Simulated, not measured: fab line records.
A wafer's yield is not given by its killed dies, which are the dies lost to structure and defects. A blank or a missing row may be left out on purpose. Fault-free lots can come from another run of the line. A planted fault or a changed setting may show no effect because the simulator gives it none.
Chamber matching | flow gf180mcu | GF_V2_CVD_02 on pecvd-04 has 3 sister chambers
The step deposits SiO2 from TEOS, target thk 850 nm, time 94.851 s. 36 wafers are shown with their chamber, then 12 later ones without.

== EACH WAFER AND ITS CHAMBER ==
wafer  | chamber | heater_power_w (W)
L078.2 | 2       | 680
L078.3 | 1       | 708
L078.5 | 0       | 820
L077.1 | 1       | 702
L077.2 | 0       | 815
L077.3 | 2       | 665
L077.4 | 0       | 674
L077.5 | 1       | 742
L077.6 | 2       | 541
L079.3 | 0       | 741
L079.4 | 1       | 679
L079.5 | 2       | 612
L080.2 | 2       | 645
L080.3 | 0       | 761
L080.5 | 0       | 812
L081.1 | 2       | 649
L081.2 | 1       | 690
L081.4 | 0       | 774
L083.1 | 1       | 746
L083.2 | 0       | 766
L083.6 | 2       | 698
L084.1 | 2       | 662
L084.2 | 0       | 849
L084.4 | 1       | 691
L085.2 | 1       | 689
L085.3 | 0       | 665
L085.5 | 2       | 675
L087.1 | 2       | 658
L087.3 | 1       | 706
L087.6 | 1       | 743
L090.1 | 0       | 820
L090.2 | 1       | 717
L090.3 | 2       | 665
L090.4 | 0       | 661
L090.5 | 2       | 542
L090.6 | 1       | 598

SIGNATURES (means of the wafers above)
reading        | chamber 0 | chamber 1 | chamber 2 | scatter within a chamber
heater_power_w | 763.17    | 700.92    | 641.00    | 53.2
Rule: a wafer lies at a distance from a chamber equal to the root of the sum of squares, over the readings, of (its reading less the chamber's mean, divided by the reading's scatter). If the next closest chamber is less than 2 further off than the closest, the wafer can't be placed; otherwise it belongs to the closest. The scatter: the root of (the sum of the squares of (reading less its chamber's mean) over the shown wafers, divided by (wafers less chambers)).

== WAFERS WHOSE CHAMBER IS MISSING ==
wafer  | heater_power_w (W)
L091.2 | 763
L091.4 | 606
L091.6 | 808
L092.4 | 669
L092.5 | 657
L092.6 | 749
L096.2 | 592
L096.4 | 654
L096.6 | 809
L097.1 | 729
L097.5 | 675
L097.6 | 585

== EACH ONE'S CHAMBER ==
wafer  | from the rows above          | in truth
L091.2 | can't be placed: 0 or 1      | 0
L091.4 | can't be placed: 2 or 1      | 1
L091.6 | can't be placed: 0 or 1      | 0
L092.4 | can't be placed: 2 or 1 or 0 | 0
L092.5 | can't be placed: 2 or 1 or 0 | 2
L092.6 | can't be placed: 0 or 1 or 2 | 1
L096.2 | can't be placed: 2 or 1      | 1
L096.4 | can't be placed: 2 or 1 or 0 | 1
L096.6 | can't be placed: 0 or 1      | 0
L097.1 | can't be placed: 1 or 0 or 2 | 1
L097.5 | can't be placed: 1 or 2 or 0 | 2
L097.6 | can't be placed: 2 or 1      | 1
Correct placement for 0 of the 12. From these rows, 12 cannot be placed; in 12 the true chamber is one of the candidates. Wrongly placed: 0.
